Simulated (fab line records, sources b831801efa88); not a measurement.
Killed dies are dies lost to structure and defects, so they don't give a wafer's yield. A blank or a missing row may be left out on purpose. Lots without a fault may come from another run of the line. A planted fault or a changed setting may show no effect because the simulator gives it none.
fab line records | flow sky130
record lots=4 wafers=12 last_day=50
route steps=708 shown SD_N@352 SALICIDE@361 LI_CONTACT@362 PAD_OPEN@708
lots that met no fault: from a run of the same line without faults
start_h: hours from the record's first day to the start of the lot's first wafer shown | wait_h: hours since the lot's step before | " the same as in the row above | L1.1+2: a row that stands for several wafers | - no value, or no start given | * or withheld: withheld | < > ~ a bound
route shown NAME@n: a module of which the file shows steps, and the number in the route of the first | usual: mean/standard deviation of fault-free wafers | same: alike in all rows | chamber/n: place in a boat | sites: the reading at each site | _std_site: their standard deviation | _edge_site: outer sites' mean less inner sites' | radius_mm: how far each site lies from the wafer's centre | mask NAME#n: copy n | behind: the tool/chamber that last shaped the wafer | hold: why the lot was held/for how many hours/how that ended | device: the transistor (n, p or np) that didn't switch | end of line: the same wafers' tests at the end of the route | a step without rows: its recipe alone | killed: dies lost to structure and defects at the first sort, not the wafer's yield | map: a wafer's dies, x killed, . not, _ none there
set.NAME: the setting as run; set.NAME@STEP: as run at that earlier step | model.NAME: the simulator's own value behind a step, which no gauge read
lots at some steps of the route; a table a step, a row a wafer
services: from which hour (start_h, from the record's first day; less than 0 if before it) a tool's chamber was out of use, for how many hours, and why
## steps
# step SKY_SD_N_IMPLANT_10
# recipe species=P energy_kev=20 dose_cm2=1e+14 tilt_deg=0
# step SKY_SD_N_STRIP_11
# recipe chemistry=O2/N2 power_w=1400 pressure_mtorr=1500 platen_temp_c=withheld o2_flow_sccm=3000 n2_flow_sccm=300 overash_fraction=0.5
# step SKY_SD_N_CLEAN_13
# recipe chemistry=SC1/SC2 mix=1:4:20 temp_c=70 time_s=150 dry=n2_spin
# step SKY_SD_N_RTA_14
# recipe temp_c=1075 time_s=2 idle_temp_c=650 ramp_up_c_per_s=150 ramp_down_c_per_s=90 ambient=N2
# step SKY_SALICIDE_CLEAN_00
# recipe chemistry=HF-last time_s=30 dilution=100:1 dry=ipa_marangoni
# step SKY_LI_CONTACT_HDPCVD_00
# recipe material=PSG target_thk_nm=930 sigma_open_frac=0.3 time_s=155 temp_c=600 sih4_flow_sccm=60 pressure_mtorr=6
# step SKY_LI_CONTACT_CMP_02
# recipe material=PSG down_force_psi=4 platen_rpm=60 pad_velocity_m_s=0.94248
# usual edge_zone_pressure_frac=1.000/0.006 head_pressure_psi=4.000/0.0084 motor_current_A=12.1/1.4 platen_rpm=60.00/0.034 time_to_endpoint_s=32.8/2.4
# columns lot.wafer tool chamber start_h wait_h edge_zone_pressure_frac head_pressure_psi motor_current_A platen_rpm time_to_endpoint_s model.PSG_of_LI_CONTACT_HDPCVD_00.thk_nm
L380.3 cmp-02 1 727.34 0.0 - - - - - 931.2
L380.4 " 2 " " - - - - - 925
L380.2 " 3 " " - - - - - 917.9
L381.2 cmp-01 0 736.68 0.1 - - - - - 930.3
L381.6 " 3 " " - - - - - 924.4
L381.5 " 0 " " - - - - - 918.1
L382.4 cmp-01 0 744.33 0.1 0.992 4.007 13.9 60.04 31.0 596.5
L382.2 " 1 " " 1.002 4.005 12.3 60.01 30.2 597.5
L382.5 " 3 " " 0.993 3.995 10.1 59.94 34.1 597.8
L393.1 cmp-01 3 835.21 0.1 1.004 4.002 9.7 60.05 34.9 597.7
L393.3 " 1 " " 1.004 4.000 11.9 60.05 29.7 597.2
L393.6 " 3 " " 1.007 3.993 9.7 59.97 33.7 597.4
# step SKY_LI_CONTACT_BOW_MEAS_03
# recipe mode=bow
# usual LI_CONTACT_BOW=57/6.3
# columns lot.wafer tool chamber start_h wait_h LI_CONTACT_BOW[um]
L380.2 film_metro-03 - 727.66 0.2 63
L380.3 " - " " 71
L380.4 " - " " 73
L381.2 film_metro-04 - 736.95 0.2 74
L381.5 " - " " 75
L381.6 " - " " 83
L382.2 film_metro-03 - 744.55 0.1 54
L382.4 " - " " 62
L382.5 " - " " 57
L393.1 film_metro-04 - 835.51 0.2 63
L393.3 " - " " 57
L393.6 " - " " 72
# step SKY_LI_CONTACT_DEHYDRATE_04
# recipe temp_c=200 time_s=60
# step SKY_LI_CONTACT_HMDS_05
# recipe prime_time_s=60 prime_temp_c=120
# step SKY_LI_CONTACT_COAT_06
# recipe resist=BARC temp_c=withheld time_s=withheld spin_rpm=3000 resist_thk_nm=60
# step SKY_LI_CONTACT_COAT_07
# recipe resist=KrF-thick spin_rpm=3000 resist_thk_nm=450
# step SKY_LI_CONTACT_SOFTBAKE_08
# recipe temp_c=100 time_s=90 resist=KrF-thick
# step SKY_LI_CONTACT_EXPOSE_09
# recipe mask_id=LICM1 na=0.8 source_shape=annular sigma_inner=0.55 sigma_outer=0.85 target_cd_nm=170 dose_mj=38
# step SKY_LI_CONTACT_PEB_10
# recipe peb_temp_c=withheld peb_time_s=withheld resist=KrF-thick
# step SKY_LI_CONTACT_DEVELOP_11
# recipe develop_time_s=60 resist=KrF-thick dev_temp_c=21
# step SKY_LI_CONTACT_ETCH_14
# recipe chemistry=N2/H2 target=BARC ion_energy_ev=200 source_w=500 bias_w=100 pressure_mtorr=30 n2_flow_sccm=100 h2_flow_sccm=200 stop_on=SiO2 time_s=45.9 target_depth_a=600
# step SKY_LI_CONTACT_ETCH_15
# recipe target=PSG chemistry=C4F8/O2/Ar stop_on=Si taper_deg=4.15 mask_material=KrF-thick source_w=1500 bias_w=1200 pressure_mtorr=40 c4f8_flow_sccm=withheld O2_flow_sccm=6 Ar_flow_sccm=300 time_s=withheld target_depth_a=6000
# usual oes_product_au=0.837/0.0048
# columns lot.wafer tool chamber start_h wait_h oes_product_au model.etch.depth_nm model.LI_CONTACT.feature_depth_nm
L380.2 rie_diel-01 3 755.15 0.0 1.658 825.6 825.6
L380.3 " 0 " " 1.651 821.9 821.9
L380.4 " 1 " " 1.637 815.7 815.7
L381.2 rie_diel-04 0 764.45 0.0 1.612 800.3 800.3
L381.5 " 0 " " 1.611 800.1 800.1
L381.6 " 3 " " 1.645 816.7 816.7
L382.2 rie_diel-01 0 771.60 0.0 0.850 597.5 597.5
L382.4 " 1 " " 0.837 596.5 596.5
L382.5 " 2 " " 0.840 597.8 597.8
L393.1 rie_diel-04 3 861.80 0.0 0.843 597.7 597.7
L393.3 " 0 " " 0.833 597.2 597.2
L393.6 " 3 " " 0.836 597.4 597.4
# step SKY_LI_CONTACT_STRIP_16
# recipe chemistry=O2/N2 power_w=1400 pressure_mtorr=1500 platen_temp_c=withheld o2_flow_sccm=3000 n2_flow_sccm=300 overash_fraction=0.5
# step SKY_LI_CONTACT_CLEAN_17
# recipe chemistry=NMP time_s=600 temp_c=60 dry=n2_spin
# step SKY_LI_CONTACT_PRE_CLEAN_18
# recipe gas=Ar time_s=5.6 bias_v=358
# step SKY_LI_CONTACT_SPUTTER_19
# recipe material=Ti target_thk_nm=20 chamber_pressure_pa=5 power_w=2500 substrate_temp_c=200 time_s=106.37
# step SKY_LI_CONTACT_SPUTTER_20
# recipe material=TiN target_thk_nm=20 chamber_pressure_pa=5 power_w=4000 time_s=80
# step SKY_LI_CONTACT_CVD_21
# recipe material=W target_thk_nm=400 time_s=120.56 temp_c=400 pressure_torr=40
# step SKY_LI_CONTACT_CMP_24
# recipe stop_on=PSG t_overpolish_s=20 down_force_psi=3.5 platen_rpm=60 target_thk_nm=0 pad_velocity_m_s=0.94248
# usual edge_zone_pressure_frac=1.000/0.0047 head_pressure_psi=3.500/0.0072 motor_current_A=11.1/1.2 platen_rpm=60.00/0.038
# columns lot.wafer tool chamber start_h wait_h edge_zone_pressure_frac head_pressure_psi motor_current_A platen_rpm model.PSG_of_LI_CONTACT_HDPCVD_00.thk_nm
L380.2 cmp-01 0 755.99 0.0 1.004 3.501 13.1 60.00 908.4
L380.3 " 1 " " 0.998 3.502 10.9 59.98 921.7
L380.4 " 3 " " 1.005 3.514 9.5 60.01 915.6
L381.2 cmp-01 1 765.44 0.2 0.996 3.508 11.3 60.00 920.8
L381.6 " 2 " " 1.002 3.502 11.4 59.99 914.9
L381.5 " 3 " " 1.000 3.502 9.3 60.04 908.6
L382.4 cmp-02 2 772.43 0.0 1.003 3.501 11.1 59.98 587
L382.2 " 3 " " 1.003 3.497 11.9 59.94 588.1
L382.5 " 3 " " 1.004 3.505 11.7 59.94 588.3
L393.3 cmp-02 1 863.02 0.4 0.997 3.495 12.0 59.95 587.7
L393.1 " 2 " " 1.000 3.497 11.5 60.02 588.2
L393.6 " 0 " " 0.997 3.500 10.2 59.92 587.9
# step SKY_PAD_OPEN_PROBE_99
# usual killed_at_M0_to_M3=44/7.1 killed_at_M4_up=3.0/1.9 killed_at_contacts=25/5.6 killed_at_front_end=14/4.1 killed_at_other=0.2/0.44 killed_dies=86/9.1 killed_on_rim=17/3.7 killed_open=47/7.4 killed_short=39/5.7
# same gross_dies=492 killed_at_back_side=0
# columns lot.wafer tool chamber start_h wait_h killed_at_M0_to_M3 killed_at_M4_up killed_at_contacts killed_at_front_end killed_at_other killed_dies killed_on_rim killed_open killed_short
L380.2 prober-02 - 1129.03 0.1 29 3 447 13 0 492 96 34 31
L380.3 prober-02 - 1129.08 0.2 46 5 430 11 0 492 96 55 33
L380.4 prober-02 - 1129.13 0.2 45 3 430 14 0 492 96 51 28
L381.2 prober-01 - 1140.17 0.1 51 6 423 12 0 492 96 52 36
L381.5 prober-01 - 1140.32 0.2 45 3 426 18 0 492 96 39 44
L381.6 prober-01 - 1140.37 0.2 42 4 431 14 1 492 96 45 33
L382.2 prober-02 - 1143.25 0.1 48 2 28 12 0 90 20 44 46
L382.4 prober-02 - 1143.35 0.2 48 3 32 3 1 87 17 45 42
L382.5 prober-02 - 1143.40 0.2 46 2 28 15 0 91 20 51 40
L393.1 prober-02 - 1208.20 0.1 44 1 24 26 0 95 13 55 40
L393.3 prober-02 - 1208.30 0.2 44 5 16 20 0 85 17 46 39
L393.6 prober-02 - 1208.45 0.2 46 1 25 16 0 88 10 51 37
# killed by level:class
L380.2 LI_CONTACT:area_cmp=427 VIA1:geometric_particle:open=8 CONTACT:geometric_particle:open=6 FIELD_ISO:geometric_particle:short=5 VIA2:geometric_particle:open=5 VIA3:geometric_particle:open=5 LI_CONTACT:geometric_particle:open=4 LOCAL_INTERCONNECT:geometric_particle:short=4
L380.3 LI_CONTACT:area_cmp=404 VIA1:geometric_particle:open=13 LI_CONTACT:geometric_particle:open=10 CONTACT:geometric_particle:open=9 VIA2:geometric_particle:open=8 VIA3:geometric_particle:open=7 METAL1:geometric_particle:short=6 POLY_GATE:geometric_particle:open=4
L380.4 LI_CONTACT:area_cmp=413 VIA3:geometric_particle:open=10 VIA1:geometric_particle:open=10 LI_CONTACT:geometric_particle:open=6 CONTACT:geometric_particle:open=6 METAL2:geometric_particle:short=5 VIA2:geometric_particle:open=5 FIELD_ISO:geometric_particle:open=4
L381.2 LI_CONTACT:area_cmp=404 VIA1:geometric_particle:open=12 CONTACT:geometric_particle:open=9 VIA2:geometric_particle:open=8 VIA3:geometric_particle:open=7 METAL1:geometric_particle:short=5 VIA1:geometric_particle:short=5 METAL2:geometric_particle:short=5
L381.5 LI_CONTACT:area_cmp=409 METAL2:geometric_particle:short=12 VIA1:geometric_particle:open=9 FIELD_ISO:geometric_particle:open=7 VIA2:geometric_particle:open=7 POLY_GATE:geometric_particle:short=5 CONTACT:geometric_particle:open=5 CONTACT:geometric_particle:short=4
L381.6 LI_CONTACT:area_cmp=414 VIA1:geometric_particle:open=11 CONTACT:geometric_particle:open=9 VIA2:geometric_particle:open=7 VIA1:geometric_particle:short=6 METAL1:geometric_particle:short=5 LOCAL_INTERCONNECT:geometric_particle:short=4 FIELD_ISO:geometric_particle:short=3
L382.2 CONTACT:geometric_particle:open=9 VIA3:geometric_particle:open=8 LI_CONTACT:geometric_particle:open=7 CONTACT:geometric_particle:short=6 VIA1:geometric_particle:open=6 METAL2:geometric_particle:short=6 VIA2:geometric_particle:open=6 LOCAL_INTERCONNECT:geometric_particle:short=5
L382.4 LI_CONTACT:geometric_particle:open=10 CONTACT:geometric_particle:open=10 METAL2:geometric_particle:short=8 VIA3:geometric_particle:open=8 VIA1:geometric_particle:short=6 VIA1:geometric_particle:open=6 VIA2:geometric_particle:short=5 LOCAL_INTERCONNECT:geometric_particle:short=5
L382.5 VIA1:geometric_particle:open=14 CONTACT:geometric_particle:open=9 VIA2:geometric_particle:open=8 CONTACT:geometric_particle:short=7 FIELD_ISO:geometric_particle:open=5 LI_CONTACT:geometric_particle:open=5 VIA1:geometric_particle:short=5 FIELD_ISO:geometric_particle:short=4
L393.1 FIELD_ISO:geometric_particle:open=12 VIA1:geometric_particle:open=12 CONTACT:geometric_particle:open=8 FIELD_ISO:geometric_particle:short=6 METAL2:geometric_particle:short=6 LI_CONTACT:geometric_particle:short=5 LI_CONTACT:geometric_particle:open=5 LOCAL_INTERCONNECT:geometric_particle:short=5
L393.3 VIA1:geometric_particle:open=13 METAL2:geometric_particle:short=9 FIELD_ISO:geometric_particle:short=6 VIA3:geometric_particle:open=6 LI_CONTACT:geometric_particle:open=6 FIELD_ISO:geometric_particle:open=4 CONTACT:geometric_particle:open=4 METAL1:geometric_particle:short=4
L393.6 VIA1:geometric_particle:open=15 VIA2:geometric_particle:open=9 CONTACT:geometric_particle:open=8 LI_CONTACT:geometric_particle:open=5 CONTACT:geometric_particle:short=5 METAL2:geometric_particle:short=5 FIELD_ISO:geometric_particle:open=4 POLY_GATE:geometric_particle:open=4
# map L380.2 (x killed, . not)
__________xxxxxxxxxx_________
________xxxxxxxxxxxxxx_______
______xxxxxxxxxxxxxxxxxx_____
_____xxxxxxxxxxxxxxxxxxxx____
____xxxxxxxxxxxxxxxxxxxxxx___
___xxxxxxxxxxxxxxxxxxxxxxxx__
__xxxxxxxxxxxxxxxxxxxxxxxxxx_
_xxxxxxxxxxxxxxxxxxxxxxxxxxxx
_xxxxxxxxxxxxxxxxxxxxxxxxxxxx
_xxxxxxxxxxxxxxxxxxxxxxxxxxxx
_xxxxxxxxxxxxxxxxxxxxxxxxxxxx
_xxxxxxxxxxxxxxxxxxxxxxxxxxxx
_xxxxxxxxxxxxxxxxxxxxxxxxxxxx
_xxxxxxxxxxxxxxxxxxxxxxxxxxxx
_xxxxxxxxxxxxxxxxxxxxxxxxxxxx
__xxxxxxxxxxxxxxxxxxxxxxxxxx_
___xxxxxxxxxxxxxxxxxxxxxxxx__
____xxxxxxxxxxxxxxxxxxxxxx___
_____xxxxxxxxxxxxxxxxxxxx____
______xxxxxxxxxxxxxxxxxx_____
________xxxxxxxxxxxxxx_______
__________xxxxxxxxxx_________
# map L381.2 (x killed, . not)
__________xxxxxxxxxx_________
________xxxxxxxxxxxxxx_______
______xxxxxxxxxxxxxxxxxx_____
_____xxxxxxxxxxxxxxxxxxxx____
____xxxxxxxxxxxxxxxxxxxxxx___
___xxxxxxxxxxxxxxxxxxxxxxxx__
__xxxxxxxxxxxxxxxxxxxxxxxxxx_
_xxxxxxxxxxxxxxxxxxxxxxxxxxxx
_xxxxxxxxxxxxxxxxxxxxxxxxxxxx
_xxxxxxxxxxxxxxxxxxxxxxxxxxxx
_xxxxxxxxxxxxxxxxxxxxxxxxxxxx
_xxxxxxxxxxxxxxxxxxxxxxxxxxxx
_xxxxxxxxxxxxxxxxxxxxxxxxxxxx
_xxxxxxxxxxxxxxxxxxxxxxxxxxxx
_xxxxxxxxxxxxxxxxxxxxxxxxxxxx
__xxxxxxxxxxxxxxxxxxxxxxxxxx_
___xxxxxxxxxxxxxxxxxxxxxxxx__
____xxxxxxxxxxxxxxxxxxxxxx___
_____xxxxxxxxxxxxxxxxxxxx____
______xxxxxxxxxxxxxxxxxx_____
________xxxxxxxxxxxxxx_______
__________xxxxxxxxxx_________
## services
# columns tool chamber start_h hours kind
rie_diel-04 0 710.63 5.5 repair
cmp-02 - 720.89 0.9 repair
cmp-01 - 724.00 9.1 pm
cmp-02 - 744.34 4.0 pm
cmp-02 - 748.34 - consumable_replace:conditioner
cmp-02 - 748.34 - consumable_replace:pad
cmp-01 - 771.98 0.6 repair
cmp-02 - 783.56 4.6 pm
rie_diel-01 0 783.74 - clean
rie_diel-01 0 783.74 13.7 scheduled_down
rie_diel-01 0 783.74 13.7 vent_cycle
cmp-01 - 787.74 0.5 repair
cmp-02 - 788.29 11.5 pm
rie_diel-04 3 794.43 4.7 repair
rie_diel-01 3 814.97 6.0 repair
cmp-02 - 823.24 1.2 repair
rie_diel-01 2 837.97 30.5 repair
cmp-01 - 850.40 16.3 repair
## key
first_sign step=SKY_LI_CONTACT_CMP_02 reading=tool_record direction=missing
effect step=SKY_LI_CONTACT_BOW_MEAS_03 reading=LI_CONTACT_BOW direction=up sigmas=2.6 usual=57 struck=73
effect step=SKY_LI_CONTACT_ETCH_15 reading=oes_product_au direction=up sigmas=99+ usual=0.837 struck=1.636
effect step=SKY_PAD_OPEN_PROBE_99 reading=killed_at_contacts direction=up sigmas=73 usual=25 struck=431
model_effect step=SKY_LI_CONTACT_CMP_02 value=PSG_of_LI_CONTACT_HDPCVD_00.thk_nm without=597.3 struck=924.5
model_effect step=SKY_LI_CONTACT_ETCH_15 value=etch.depth_nm without=597.3 struck=813.4
model_effect step=SKY_LI_CONTACT_CMP_24 value=PSG_of_LI_CONTACT_HDPCVD_00.thk_nm without=587.8 struck=915
more_kills_born_at SKY_LI_CONTACT_CMP_02@cmp-02=1239 SKY_LI_CONTACT_CMP_02@cmp-01=1219
met_at SKY_LI_CONTACT_CMP_02
struck_wafers L380.2,L380.3,L380.4,L381.2,L381.5,L381.6
later_rows_left_out L380.2,L380.3,L380.4,L381.2,L381.5,L381.6
tester_left_out L380,L381
fault kind=skipped_step_whole tool=cmp-01,cmp-02 chamber=- onset_h=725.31 steps=SKY_LI_CONTACT_CMP_02 scope=struck_lots_only
# tester_left_out: of these lots the tester's yield and bins aren't shown, on N5 and GAA mostly nor the transistor test; their killed dies are dies lost to structure and defects alone, not to doping, threshold or leakage, so they don't give the yield
# later_rows_left_out: the simulator's readings of these wafers behind a module that went badly wrong aren't trusted and aren't shown, but for the sort
